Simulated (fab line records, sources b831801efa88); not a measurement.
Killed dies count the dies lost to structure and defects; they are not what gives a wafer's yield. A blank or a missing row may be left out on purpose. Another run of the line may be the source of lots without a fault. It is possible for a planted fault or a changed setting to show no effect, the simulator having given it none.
A lot that was struck, set against a sound lot | flow sfq-line | 15 steps out of a route of 325
Sound: these wafers, L930.1, L930.3, L930.4. Wafers struck: L938.3, L938.4, L938.5. The cause is given at the end.
At each step with rows: each side's tool, then ch and its chambers, then its first start. Under that, the readings that differ: sound wafers | struck wafers | difference of the means | sigmas: that difference in standard deviations of wafers without a fault.
alike: a reading whose means differ by less than 2 such deviations, as well as words and numbers matching on both sides. not compared: withheld readings; readings where some wafer has no value; bounds like >300 that might hide an equal value; numbers whose values overlap and for which the record gives no deviation.
A row with sigmas, a row that says differs or no value, or rows on one side alone: a step with any of these is where the two part. When numbers do not overlap yet have no deviation, they are printed without sigmas and do not part them. A reading missing from all wafers of one side parts the sides only when that side holds two or more wafers.

first, 1 step without rows for these wafers: SFQ_TRILAYER_M3_STRIP_SOLV_CLEAN_080 (cleans in NMP, time 600 s).
SFQ_TRILAYER_I3_DEP_PECVD_081: deposits SiO2 from SiH4/N2O, time 111.11 s, target thk 500 nm.
  sound on pecvd-01 ch 0,2, day 47 09:22; struck on pecvd-01 ch 0,2, day 56 05:46
  alike: heater-power-w, throttle-valve-pct
SFQ_TRILAYER_I3_CMP_CMP_082: polishes SiO2.
  sound on cmp-02 ch 0,1,3, day 47 11:43; struck on cmp-02 ch 0,2,3, day 56 07:04
  alike: head-pressure-psi, motor-current-A, platen-rpm, time-to-endpoint-s
SFQ_I3_BOW_MEAS_922:
  sound on film-metro-02 at day 47 14:13; struck on film-metro-03 at day 56 09:06
  alike: I3_BOW
SFQ_TRILAYER_I3_METRO_MEASURE_083:
  sound on film-metro-02 at day 47 14:20; struck on film-metro-03 at day 56 09:35
  alike: thk-nm
then, 6 steps without rows for these wafers: SFQ_TRILAYER_I3_VIA_LITHO_COAT_090 (resist thk 62 nm); SFQ_TRILAYER_I3_VIA_LITHO_COAT_085 (resist thk 650 nm); SFQ_TRILAYER_I3_VIA_LITHO_SOFTBAKE_089; SFQ_TRILAYER_I3_VIA_LITHO_EXPOSE_086 (exposes mask I3, target cd 500 nm); SFQ_TRILAYER_I3_VIA_LITHO_PEB_088 (peb time 60 s); SFQ_TRILAYER_I3_VIA_LITHO_DEVELOP_087 (time 60 s).
SFQ_I3_OVL_MEAS_923:
  sound on overlay-01 at day 53 12:48; struck on overlay-02 at day 56 13:12
  alike: I3_OVL
SFQ_TRILAYER_I3_VIA_BARC_OPEN_VIA_ETCH_121: etches BARC in O2, target depth 125 nm, time 41.7 s.
  sound on rie-diel-02 ch 1,2,3, day 53 12:50; struck on rie-diel-03 ch 0,2, day 56 13:13
  reading                                                 | sound             | struck            | difference | sigmas
  bias-w (W)                                              | 80.29 80.24 79.90 | 79.67 79.44 79.74 | -0.53      | -2
  model.KrF_of_TRILAYER_I3_VIA_LITHO_COAT_085.thk-nm (nm) | 573.9 574.9 573.8 | 556.8 557.3 557.3 | -17.1      |
  alike: drypump-motor-current-A, oes-product-au
  not compared: rf-hours-counter-h
SFQ_TRILAYER_I3_VIA_ETCH_VIA_ETCH_088: etches SiO2 in CHF3, stops on Nb, target depth 260 nm.
  sound on rie-diel-02 ch 1,2,3, day 53 12:53; struck on rie-diel-03 ch 0,2, day 56 13:16
  reading                                                 | sound             | struck            | difference | sigmas
  model.KrF_of_TRILAYER_I3_VIA_LITHO_COAT_085.thk-nm (nm) | 529.2 531.2 529.2 | 510.7 512.4 512.4 | -18.0      |
  alike: bias-w, drypump-motor-current-A, oes-product-au
SFQ_TRILAYER_I3_VIA_STRIP_STRIP_089: strips in O2.
  sound on rie-metal-04 ch 0, day 53 12:59; struck on rie-metal-01 ch 0,1, day 56 13:35
  alike: drypump-motor-current-A, oes-product-au
  not compared: rf-hours-counter-h

## WHERE THEY PART
Only at SFQ_TRILAYER_I3_VIA_BARC_OPEN_VIA_ETCH_121, within this record. Later steps at which nothing parts them and some readings are alike: SFQ_TRILAYER_I3_VIA_ETCH_VIA_ETCH_088, SFQ_TRILAYER_I3_VIA_STRIP_STRIP_089.

WHY: what the simulator had put in
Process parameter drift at SFQ_TRILAYER_I3_VIA_BARC_OPEN_VIA_ETCH_121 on rie-diel-03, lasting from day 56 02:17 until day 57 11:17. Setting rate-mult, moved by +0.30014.
